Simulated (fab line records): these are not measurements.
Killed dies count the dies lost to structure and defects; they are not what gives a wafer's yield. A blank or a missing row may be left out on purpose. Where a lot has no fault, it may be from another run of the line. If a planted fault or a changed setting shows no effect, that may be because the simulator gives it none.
2 desks, one fault    flow gf180mcu    every desk sees just its own numbers, and what lay behind them comes last

DESK OF THE TOOL OWNER: pecvd-01
The tool's own readings at GF_MIM_CVD_05 (deposits Si3N4, target thk 42 nm, time 29.086 s): means of the sampled wafers that have a number, for each lot that ran on this tool. A lot is out of limits, marked OUT, if its mean lies more than 4 standard deviations from the usual mean; the brackets give that distance.
Columns: A = heater power w at GF_MIM_CVD_05, usual 632 W
lot   first seen here  A
L514  day 27 13:25     600
L517  day 28 10:56     531
L519  day 28 16:21     612
L520  day 28 18:47     569
L521  day 29 11:06     621
L522  day 29 13:52     610
L523  day 30 03:49     693
L525  day 30 08:49     581
This desk found nothing out of limits on any of the 8 lots.

AT THE METROLOGY DESK
Lot by lot, what the gauges showed, no matter which tool ran the lot: averages of those sampled wafers that carry a number. A lot is out of limits, marked OUT, if its mean lies more than 4 standard deviations from the usual mean; the brackets give that distance.
Columns: A = cd nm at GF_M4_CD_MEAS_14, usual 280.1 nm; B = MIM_CVD_05_THK at GF_MIM_THK_MEAS_06, usual 42.1 nm
lot   first seen here  A      B
L506  day 23 09:34     281.7  42.3
L510  day 24 19:18     280.7  42.7
L512  day 25 15:17     280.3  42.0
L513  day 26 03:10     279.6  41.4
L514  day 26 14:09     280.3  42.7
L516  day 26 19:40     281.6  42.0
L517  day 27 11:36     276.8  42.1
L519  day 27 17:22     280.6  42.0
L520  day 27 20:13     280.0  42.2
L521  day 28 12:47     276.3  42.1
L522  day 28 15:35     281.8  32.8 (-18) OUT
L523  day 29 05:44     279.3  39.1 (-5.8) OUT
L525  day 29 09:55     282.1  39.4 (-5.4) OUT
This desk finds L522, L523, L525 out of limits, with the earliest case on L522 at day 29 13:54 (MIM_CVD_05_THK at GF_MIM_THK_MEAS_06). L506, L510, L512, L513, L514, L516, L517, L519, L520, L521: within limits.

TAKEN TOGETHER
L522, L523, L525 would have let the metrology desk raise an alarm at day 29 13:54.
Nothing out of limits was seen by the tool owner's desk.
Tool owner's desk: L522, L523, L525 on record, inside its limits.
Of the lots named, all ran GF_MIM_CVD_05 on pecvd-01.

WHAT THE SIMULATOR PUT IN
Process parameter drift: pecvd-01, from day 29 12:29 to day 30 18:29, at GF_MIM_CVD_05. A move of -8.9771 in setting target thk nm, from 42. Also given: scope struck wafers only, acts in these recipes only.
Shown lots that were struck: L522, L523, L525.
Delay in hours, fault start to first out-of-limits reading, per desk: metrology desk 1.
